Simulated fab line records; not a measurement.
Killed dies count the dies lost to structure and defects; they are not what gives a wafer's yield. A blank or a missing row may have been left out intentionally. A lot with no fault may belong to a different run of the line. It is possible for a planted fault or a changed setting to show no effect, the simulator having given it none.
What tool caused it? :: flow sky130 :: 11 lots, 32 wafers sampled, at 2 steps of a route of 708

== WHAT THE GAUGES READ, wafer by wafer ==
SKY_VIA3_BOW_MEAS_03.
lot: L533
measured: day 39 01:56
on: film-metro-03
VIA3_BOW (um): 73 75 79

lot: L535
measured: day 39 18:42
on: film-metro-01
VIA3_BOW (um): 84 89 80

lot: L536
measured: day 40 07:28
on: film-metro-01
VIA3_BOW (um): 94 86 91

lot: L537
measured: day 40 16:29
on: film-metro-03
VIA3_BOW (um): 70 71 77

lot: L539
measured: day 40 22:03
on: film-metro-01
VIA3_BOW (um): 72 59 64

lot: L540
measured: day 41 08:55
on: film-metro-03
VIA3_BOW (um): 79 83 87

lot: L544
measured: day 42 15:08
on: film-metro-04
VIA3_BOW (um): 74 78 73

lot: L547
measured: day 43 12:21
on: film-metro-04
VIA3_BOW (um): 80 78 81

lot: L550
measured: day 44 01:26
on: film-metro-04
VIA3_BOW (um): 84 76

lot: L552
measured: day 44 15:43
on: film-metro-04
VIA3_BOW (um): 87 86 80

lot: L555
measured: day 45 08:08
on: film-metro-01
VIA3_BOW (um): 85 69 71

== WHAT TOOL EACH LOT RAN ON (gives the tool, then ch and the chambers of the sampled wafers, and finally the start) ==
lot: L533
SKY_METAL3_ETCH_17: rie-diel-04 ch 0,3, day 38 23:56

lot: L535
SKY_METAL3_ETCH_17: rie-diel-02 ch 0,3, day 39 17:22

lot: L536
SKY_METAL3_ETCH_17: rie-diel-04 ch 1,3, day 40 06:07

lot: L537
SKY_METAL3_ETCH_17: rie-diel-02 ch 0,1, day 40 15:01

lot: L539
SKY_METAL3_ETCH_17: rie-diel-04 ch 1,2,3, day 40 20:34

lot: L540
SKY_METAL3_ETCH_17: rie-diel-04 ch 0,2, day 41 07:31

lot: L544
SKY_METAL3_ETCH_17: rie-diel-01 ch 1,3, day 42 13:43

lot: L547
SKY_METAL3_ETCH_17: rie-diel-02 ch 0,1,3, day 43 11:01

lot: L550
SKY_METAL3_ETCH_17: rie-diel-01 ch 1,3, day 44 00:01

lot: L552
SKY_METAL3_ETCH_17: rie-diel-01 ch 0,3, day 44 14:22

lot: L555
SKY_METAL3_ETCH_17: rie-diel-02 ch 0,1,2, day 45 06:22
- SKY_METAL3_ETCH_17: etches SiO2 in C4F8/O2/Ar, stops on TiN, time 3.9 s, target depth 15 nm.

== THE ANSWER, worked out from the rows above alone ==
Rule: the lots themselves supply what counts as usual. The widest of any qualifying gaps counts: lots, ordered by their means at a reading, are off when they make up no more than a third of the lots, leave a main group of 4 or more, and stand apart from it by 3 or more times the standard deviation of that group's means. A main group whose means are all the same, to the digits that the tables above print for the reading, isn't used. A lot without any number at a reading at which 4 lots or more have one is off too. Any other lot the step has rows for is counted as sound.
No lot is off at any reading shown: from this, nothing can be told.

== WHAT THE SIMULATOR HAD PUT IN ==
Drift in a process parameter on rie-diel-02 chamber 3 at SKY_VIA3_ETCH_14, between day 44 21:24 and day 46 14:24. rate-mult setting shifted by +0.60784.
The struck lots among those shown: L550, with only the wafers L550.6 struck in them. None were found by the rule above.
